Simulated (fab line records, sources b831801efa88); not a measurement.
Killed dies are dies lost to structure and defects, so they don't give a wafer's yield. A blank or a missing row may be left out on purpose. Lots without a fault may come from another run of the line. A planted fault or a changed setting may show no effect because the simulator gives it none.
Tool commonality check | flow gf180mcu | 13 lots, 39 wafers sampled

WHY IT WAS OPENED
At GF_HV_LDD_THK_MEAS_57 the reading HV_LDD_CVD_56_THK is flagged on 2 of 13 lots. Wafers without a fault read 90.0 nm, standard deviation 0.83.
Rule: a lot is flagged when every wafer of it that has a number lies more than 4 standard deviations from that mean, or none has a number. The other lots count as sound.

lot  | measured     | on            | HV_LDD_CVD_56_THK (nm), wafer by wafer | flag
L985 | day 12 19:17 | film_metro-04 | 90.1 89.7 89.0                         |
L987 | day 13 10:46 | film_metro-01 | 89.9 90.0 89.5                         |
L988 | day 13 22:40 | film_metro-01 | 89.7 90.4 90.6                         |
L992 | day 15 06:29 | film_metro-04 | 88.9 89.1 88.9                         |
L993 | day 15 09:23 | film_metro-02 | 84.9 84.8 84.3                         | FLAGGED
L994 | day 15 21:04 | film_metro-04 | 83.4 83.0 82.6                         | FLAGGED
L100 | day 17 22:14 | film_metro-04 | 90.0 90.7 89.5                         |
L102 | day 18 18:00 | film_metro-01 | 88.9 89.4 89.2                         |
L103 | day 19 05:35 | film_metro-04 | 91.4 91.3 90.8                         |
L104 | day 19 08:55 | film_metro-01 | 90.1 90.0 90.3                         |
L105 | day 19 16:36 | film_metro-04 | 90.8 90.5 90.9                         |
L106 | day 20 03:24 | film_metro-01 | 89.2 89.2 88.0                         |
L107 | day 20 04:37 | film_metro-02 | 89.9 88.8 88.9                         |
The numbers of the flagged lots are 83.8 nm on average: -6.2 nm against the usual, or -7 standard deviations.

WHICH TOOL RAN EACH LOT
The record holds 1 process step before the reading, out of a route of 602 steps. In each cell: the tool, then ch and the chambers that the sampled wafers went through, then the start.
lot  | flag    | GF_HV_LDD_CVD_56
L985 |         | lpcvd-02 ch 0, day 12 17:52
L987 |         | lpcvd-02 ch 0, day 13 09:19
L988 |         | lpcvd-02 ch 1, day 13 21:15
L992 |         | lpcvd-01 ch 0, day 15 05:04
L993 | FLAGGED | lpcvd-02 ch 0, day 15 07:58
L994 | FLAGGED | lpcvd-02 ch 0, day 15 19:38
L100 |         | lpcvd-01 ch 0, day 17 20:05
L102 |         | lpcvd-02 ch 1, day 18 16:33
L103 |         | lpcvd-01 ch 1, day 19 04:08
L104 |         | lpcvd-02 ch 0, day 19 07:29
L105 |         | lpcvd-01 ch 0, day 19 14:27
L106 |         | lpcvd-01 ch 1, day 20 01:58
L107 |         | lpcvd-02 ch 1, day 20 03:11
What these steps do:
- GF_HV_LDD_CVD_56: deposits Si3N4 from DCS/NH3, target thk 90 nm, time 1543 s.
- GF_HV_LDD_THK_MEAS_57

FLAGGED OVER TOTAL, TOOL BY TOOL (the gauges that took the reading come last)
step                  | tool          | lots run | flagged | share of the flagged lots | sound lots run after its first flagged lot
GF_HV_LDD_CVD_56      | lpcvd-01      | 5        | 0       | none                      | -
GF_HV_LDD_CVD_56      | lpcvd-02      | 8        | 2       | all                       | 3 (L102,L104,L107)
GF_HV_LDD_THK_MEAS_57 | film_metro-01 | 5        | 0       | none                      | -
GF_HV_LDD_THK_MEAS_57 | film_metro-02 | 2        | 1       | some                      | 1 (L107)
GF_HV_LDD_THK_MEAS_57 | film_metro-04 | 6        | 1       | some                      | 3 (L100,L103,L105)

WHAT THE TABLE ALLOWS
1 row of the table ran every flagged lot: lpcvd-02 at GF_HV_LDD_CVD_56.
- lpcvd-02 at GF_HV_LDD_CVD_56: 2 of its 8 lots flagged. Sound lots ran on it after the first flagged one (L102, L104, L107), which a lasting fault on the whole tool wouldn't allow.
No row of the table ran every flagged lot and no sound lot after the first.

WHAT THE SIMULATOR HAD PUT IN
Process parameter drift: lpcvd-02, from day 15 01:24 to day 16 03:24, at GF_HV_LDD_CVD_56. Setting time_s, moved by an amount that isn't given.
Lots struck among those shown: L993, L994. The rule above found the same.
